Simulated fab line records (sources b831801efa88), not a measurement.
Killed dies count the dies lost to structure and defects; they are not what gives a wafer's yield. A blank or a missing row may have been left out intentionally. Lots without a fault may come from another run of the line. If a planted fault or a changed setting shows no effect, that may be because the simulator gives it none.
A struck lot beside a sound one | flow gf180mcu | 15 out of 602 route steps
Sound: the wafers L714.1, L714.2, L714.3. The struck wafers were L727.3, L727.4, L727.5. The cause is given at the end.
Order at every step that has rows: each side's tool, ch and its chambers, its first start. Under that, the readings that differ: sound wafers | struck wafers | difference of the means | sigmas: that difference in standard deviations of wafers without a fault.
alike: same words and numbers on both sides, and readings whose means sit less than 2 such deviations apart. not compared: any withheld reading, any reading some wafer has no value for, any bound like >300 that may hide the same value, and any number with overlapping values for which the record gives no deviation.
A row with sigmas, a row that says differs or no value, or rows on one side alone: a step with any of these is where the two part. Numbers that don't overlap but have no deviation are shown without sigmas and don't part them. A reading that every wafer of one side lacks parts them only if that side has two wafers or more.

first, 3 steps without rows for these wafers: GF_V2_EXPOSE_11 (exposes mask Via2, target cd 260 nm); GF_V2_PEB_12 (peb time 90 s); GF_V2_DEVELOP_13 (develop time 60 s).
GF_V2_CD_MEAS_14: the cd target is 260 nm.
  struck on cd sem-01, day 26 16:31; sound on cd sem-01, day 21 15:55
  alike: cd nm
GF_V2_OVL_MEAS_15:
  struck on overlay-02, day 26 16:36; sound on overlay-02, day 21 16:02
  alike: V2_OVL
GF_V2_ETCH_16: etches BARC in N2/H2.
  sound on rie diel-03 ch 0,1,2, day 21 16:05; struck on rie diel-03 ch 0,1, day 26 16:37
  alike: drypump motor current A, oes product au, throttle valve pct
GF_V2_ETCH_17: etches SiO2 in C4F8/O2/Ar, stops on TiN, target depth 630 nm.
  sound on rie diel-03 ch 0,1,2; struck on rie diel-03 ch 0,1
  alike: oes product au
GF_V2_STRIP_18: strips in O2/N2.
  sound on plasma asher-01 ch 0,1, day 21 16:12; struck on plasma asher-01 ch 0,1, day 26 16:47
  alike: drypump motor current A, heater power w, oes product au
  not compared: rf hours counter h
then, 2 steps without rows for these wafers: GF_V2_STRIP_19 (strips in post etch residue remover, time 1200 s); GF_V2_CLEAN_20 (cleans in DIW).
GF_V2_SPUTTER_21: material Ti, target thk 15 nm, time 80.02 s.
  struck on pvd sputter-02, day 26 17:17; sound on pvd sputter-02, day 21 16:44
  alike: throttle valve pct
GF_V2_SPUTTER_22: material TiN, target thk 10 nm, time 40 s.
  struck on pvd sputter-02, day 26 17:21; sound on pvd sputter-02, day 21 16:48
  alike: throttle valve pct
GF_V2_CVD_23: deposits W, target thk 350 nm, time 104.94 s.
  sound on cvd w-01 ch 0,1, day 21 16:50; struck on cvd w-01 ch 0,1, day 26 17:25
  reading                          | sound             | struck            | difference | sigmas
  chamber pressure Torr (Torr)     | 39.89 39.88 40.06 | 42.92 42.71 42.84 | +2.88      | +29
  model.W_of_V2_CVD_23.thk nm (nm) | 341.5 342.7 337.1 | 357.8 361.2 360.4 | +19.4      |
  alike: heater power w
GF_V2_RS_MEAS_24: a four-point-probe measurement.
  struck on film metro-02, day 26 17:32; sound on film metro-02, day 21 16:57
  reading          | sound             | struck            | difference | sigmas
  V2_W_RS (ohm/sq) | 0.335 0.334 0.340 | 0.321 0.317 0.318 | -0.018     | -4
GF_PASSIVATION_PROBE_99:
  the record holds rows for the sound wafers here (prober-01, day 30 01:02) but none for the struck ones

WHERE THEY PART
Last at GF_PASSIVATION_PROBE_99 as far as this record goes, first at GF_V2_CVD_23.

WHY: the cause the simulator had injected
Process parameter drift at GF_V2_CVD_23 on cvd w-01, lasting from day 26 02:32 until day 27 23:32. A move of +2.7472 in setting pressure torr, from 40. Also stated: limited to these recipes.
